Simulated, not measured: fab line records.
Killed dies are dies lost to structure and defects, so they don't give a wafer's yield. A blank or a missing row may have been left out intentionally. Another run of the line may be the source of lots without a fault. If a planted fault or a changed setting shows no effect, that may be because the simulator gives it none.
Chamber matching | flow sky130 | 3 sister chambers for SKY_PASSIVATION_CVD_02 on pecvd-04
The step deposits Si3N4, target thk 540 nm. 6 wafers are shown with their chamber, then 8 later ones without.

## EACH WAFER AND ITS CHAMBER
wafer  | chamber | heaterPowerW (W)
L082.2 | 1       | 737
L082.5 | 2       | 806
L082.6 | 1       | 778
L087.4 | 0       | 640
L087.6 | 2       | 802
L091.1 | 0       | 730

## WAFERS WHOSE CHAMBER IS MISSING
wafer  | heaterPowerW (W)
L091.3 | 743
L091.6 | 824
L095.1 | 808
L095.4 | 654
L095.5 | 840
L097.1 | 802
L097.3 | 659
L097.4 | 853

## WHICH CHAMBER EACH ONE RAN IN
wafer  | from the rows above          | in truth
L091.3 | can't be placed: 1 or 0 or 2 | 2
L091.6 | can't be placed: 2 or 1      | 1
L095.1 | can't be placed: 2 or 1      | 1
L095.4 | can't be placed: 0 or 1      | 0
L095.5 | can't be placed: 2 or 1      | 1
L097.1 | can't be placed: 2 or 1      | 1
L097.3 | can't be placed: 0 or 1      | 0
L097.4 | can't be placed: 2 or 1      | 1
Correctly placed: 0 of 8. From these rows, 8 cannot be placed; in 8 the true chamber is one of the candidates. 0 placed wrongly.
How it was worked out, from the rows above alone: a wafer's distance from a chamber is the root of the sum, over the readings, of the square of ((its reading less the chamber's mean) divided by the reading's scatter). The wafer belongs to the nearest chamber; if the next one is less than 2 further off, it can't be placed. The mean given for a chamber averages the wafers shown for that chamber. How the scatter is found: for the shown wafers, subtract from each reading the mean of its chamber, square and add these, divide the total by (wafers less chambers), then take the root.
